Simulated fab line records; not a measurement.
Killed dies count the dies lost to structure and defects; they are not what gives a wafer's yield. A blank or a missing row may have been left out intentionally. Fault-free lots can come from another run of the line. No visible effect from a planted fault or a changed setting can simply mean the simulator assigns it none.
Matching of chambers | flow gf180mcu | GF_POLY_GATE_ETCH_13 on rie si-01: 4 sister chambers
The step etches poly-Si in HBr/Cl2, stops on SiO2, target depth 198.5 nm, time 69.6 s. 16 wafers are shown with their chamber, then 8 later ones without.

## WAFERS PAIRED WITH THEIR CHAMBERS
wafer  | chamber | drypump motor current A (A) | run length s (s) | oes product au (a.u.)
L467.1 | 1       | 5.8                         | 98.7             | 0.985
L467.4 | 3       | 5.9                         | 98.5             | 0.994
L467.6 | 2       | 5.3                         | 97.7             | 0.976
L469.1 | 0       | 5.8                         | 98.0             | 0.985
L469.4 | 3       | 5.9                         | 97.9             | 0.992
L469.6 | 3       | 5.9                         | 98.3             | 0.992
L471.2 | 0       | 5.8                         | 97.7             | 0.981
L471.3 | 1       | 5.8                         | 98.2             | 0.990
L471.6 | 0       | 5.8                         | 97.6             | 0.992
L474.1 | 1       | 5.8                         | 98.7             | 1.000
L474.4 | 3       | 5.9                         | 97.9             | 0.987
L474.6 | 2       | 5.2                         | 97.5             | 0.996
L475.1 | 0       | 5.8                         | 97.6             | 0.983
L475.4 | 2       | 5.2                         | 97.7             | 0.989
L475.5 | 3       | 6.0                         | 97.8             | 0.981
L485.2 | 1       | 5.8                         | 98.6             | 1.003

SIGNATURES (means of the wafers above)
reading                 | chamber 0 | chamber 1 | chamber 2 | chamber 3 | scatter within a chamber
drypump motor current A | 5.800     | 5.800     | 5.233     | 5.920     | 0.035
run length s            | 97.725    | 98.550    | 97.633    | 98.080    | 0.237
oes product au          | 0.98525   | 0.99450   | 0.98700   | 0.98920   | 0.00706
Rule: for a wafer and a chamber, the distance is found by dividing, reading by reading, the gap between the wafer's reading and the chamber's mean by the reading's scatter, squaring, summing and taking the root. The wafer belongs to the nearest chamber; if the next one is less than 2 further off, it can't be placed. The scatter: the root of (the sum of the squares of (reading less its chamber's mean) over the shown wafers, divided by (wafers less chambers)).

## WAFERS WITHOUT THEIR CHAMBER
wafer  | drypump motor current A (A) | run length s (s) | oes product au (a.u.)
L485.5 | 5.8                         | 98.0             | 0.982
L485.6 | 5.9                         | 97.8             | 1.004
L489.1 | 6.0                         | 98.0             | 0.995
L489.2 | 5.8                         | 98.1             | 0.989
L489.5 | 5.2                         | 97.5             | 0.981
L490.2 | 5.7                         | 98.4             | 0.998
L490.3 | 5.9                         | 98.3             | 0.991
L490.4 | 5.2                         | 97.9             | 0.990

## THE CHAMBER EACH PASSED THROUGH
wafer  | from the rows above          | in truth
L485.5 | can't be placed: 0 or 1      | 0
L485.6 | can't be placed: 3 or 0      | 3
L489.1 | 3                            | 3
L489.2 | can't be placed: 0 or 1 or 3 | 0
L489.5 | 2                            | 2
L490.2 | can't be placed: 1 or 0      | 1
L490.3 | can't be placed: 3 or 1      | 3
L490.4 | 2                            | 2
3 of 8 placed correctly. Not placeable from these rows: 5 (in 5, the candidates include the true chamber). 0 placed wrongly.
